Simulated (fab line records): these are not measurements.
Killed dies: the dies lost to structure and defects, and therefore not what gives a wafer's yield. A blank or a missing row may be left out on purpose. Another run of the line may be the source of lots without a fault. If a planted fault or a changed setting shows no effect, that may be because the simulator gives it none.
Which tool did it? | flow sky130 | 34 wafers sampled from 12 lots at 1 step of a route of 708

WHAT THE GAUGES SHOWED, per wafer
SKY_SONOS_ONO_OVL_MEAS_14. Usual: SONOS_ONO_OVL gives -0.4 nm (standard deviation 1.2).
lot  | measured     | on         | SONOS_ONO_OVL (nm) | flag
L840 | day 12 06:06 | overlay-01 | 1.4 1.0 0.0        | 
L842 | day 12 19:37 | overlay-02 | -1.7 -2.0 -1.1     | 
L843 | day 13 03:21 | overlay-01 | -0.8 -0.3 -1.2     | 
L844 | day 13 19:14 | overlay-01 | 0.2 0.9 0.2        | 
L847 | day 14 19:49 | overlay-02 | -0.2 -0.2 -0.2     | 
L849 | day 15 10:36 | overlay-02 | 1.8 2.0 1.2        | 
L852 | day 16 10:53 | overlay-02 | -0.6 -0.6 0.0      | 
L857 | day 19 16:06 | overlay-02 | -0.7 0.2           | 
L859 | day 20 05:32 | overlay-02 | 1.5 0.6 0.9        | 
L861 | day 20 12:57 | overlay-02 | -0.8 -0.5 0.2      | 
L860 | day 20 14:57 | overlay-01 | -0.7 -0.6          | 
L862 | day 21 11:58 | overlay-02 | 1.1 0.9 1.1        | 

WHAT TOOL EACH LOT RAN ON (gives the tool, then ch and the chambers of the sampled wafers, and finally the start)
Record: no process step prior to these readings.

AS READ BY THE TOOLS THEMSELVES (means over the sampled wafers that have a number; for cases with no such wafer, the mark the record gives instead)
The record holds no such reading with a usual standard deviation.

THE ANSWER, worked out from the rows above alone
Rule: a lot counts as off when the mean over its wafers that have a number is more than 3 standard deviations away from the usual mean. A lot without any number at a reading at which 4 lots or more have one is off too. Where the step has rows for the other lots, those lots are counted as sound. Order of review: gauges by route order, followed by the tools' own readings, for which a lot's mean as printed above is used. At the first step where some lot is off, the reading lying furthest off is the one used; lots without a number count as furthest.
Nothing can be told from this: no lot is off at any reading shown.

WHAT THE SIMULATOR PUT IN
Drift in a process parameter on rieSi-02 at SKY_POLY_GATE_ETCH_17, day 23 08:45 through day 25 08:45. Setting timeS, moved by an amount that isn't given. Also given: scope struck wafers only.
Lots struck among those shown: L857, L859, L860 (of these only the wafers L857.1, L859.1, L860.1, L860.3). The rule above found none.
